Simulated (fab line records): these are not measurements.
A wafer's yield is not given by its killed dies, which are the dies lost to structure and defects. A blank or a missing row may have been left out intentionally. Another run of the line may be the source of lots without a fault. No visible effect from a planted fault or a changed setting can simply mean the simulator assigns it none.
Problem report, 8D (eight disciplines) form, completed by code || flow sfq-line || the parts of the form that need people (team, actions taken, sign-off) are left out

1. WHAT WENT WRONG
Mean of thk-nm at SFQ_TRILAYER_I0_METRO_MEASURE_029: 179.3 nm across 5 wafers in 3 lots; on wafers with no fault it is 199.2 nm (standard deviation 1.3). Relative to the usual mean, that is a shift of -15 standard deviations.
First seen on wafer L798.2, day 10 10:28, on film-metro-04. Wafers with a number at this step in the record: 40, from 14 lots. By rule, "out" or "out of limits" means more than 4 standard deviations away from the usual mean. Any other wafer with a number is counted as sound.

2. WHAT IT IS; WHAT IT IS NOT
{"question": "which readings at this step", "is": "thk-nm", "is not": "-"}
{"question": "which lots", "is": "L798, L799, L800", "is not": "L788, L789, L790, L791, L792, L793, L794, L795, L796, L797, L811"}
{"question": "which wafers of those lots", "is": "L798.2, L798.6, L799.2, L800.2, L800.6", "is not": "L799.4, L800.5"}
{"question": "read on which tools", "is": "film-metro-03, film-metro-04", "is not": "-"}
{"question": "when", "is": "from day 10 10:28", "is not": "up to then (30 sound wafers); but 5 sound wafers of L799, L800, L811 came after"}

3. WHAT RULES OUT EACH SUSPECT
Counting: a tool at a process step up to the reading stays a suspect if it ran every lot that is out. Sound lots after the first of them don't rule it out here, since some wafers of a struck lot are sound.
- cmp-02 at SFQ_TRILAYER_I0_CMP_CMP_028 (polishes SiO2): kept. It ran every lot that is out, first L798 (day 10 08:39); its last sound lot up to then is L797 (day 10 01:39).
Left after counting: cmp-02 at SFQ_TRILAYER_I0_CMP_CMP_028.

4. THE CAUSE (what the simulator had put in)
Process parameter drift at SFQ_TRILAYER_I0_CMP_CMP_028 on cmp-02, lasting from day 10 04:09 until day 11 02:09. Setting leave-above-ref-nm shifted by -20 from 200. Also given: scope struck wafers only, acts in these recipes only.
This tool alone remained once counting was done.

5. SEQUENCE OF EFFECTS, ordered by route
Each row: a reading whose mean over the struck wafers that have a number lies more than 3 standard deviations from the usual. Scope: only readings with a usual standard deviation given in the record; hours: median across lots of the time from each lot's start at the first step in this table that gives one to its start at this step; sigmas: change in usual standard deviations.
{"hours": 0, "step": "SFQ_TRILAYER_I0_METRO_MEASURE_029", "reading": "thk-nm", "usual": "199.2 nm", "on struck wafers": 179.3, "change": -19.9, "sigmas": -15}
{"hours": 39, "step": "SFQ_TRILAYER_I0_VIA_ETCH_VIA_ETCH_034", "reading": "oes-product-au", "usual": "0.853 a.u.", "on struck wafers": 0.808, "change": -0.045, "sigmas": -8.8}
It contains these process steps:
- SFQ_TRILAYER_I0_METRO_MEASURE_029
- SFQ_TRILAYER_I0_VIA_ETCH_VIA_ETCH_034: etches SiO2 in CHF3, stops on Nb, target depth 260 nm.
At these later measuring or inspecting steps, every struck wafer for which the step has a row has a number for every such reading, and none has moved that far: SFQ_M4_OVL_MEAS_926, SFQ_R5_OVL_MEAS_935.

6. WHAT WOULD HAVE CAUGHT IT SOONER
The fault began at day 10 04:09; the first out-of-limits reading in this record came at day 10 10:28, 6 hours later.
An alarm limit of 4 standard deviations would not have fired on the tool readings at SFQ_TRILAYER_I0_CMP_CMP_028 for which the record gives a usual standard deviation, since none of them was out on any struck wafer.
Of the lots that are out (3), L799, L800 began SFQ_TRILAYER_I0_CMP_CMP_028 on cmp-02 after day 10 10:28. A hold on the tool at that time would have spared those 2.
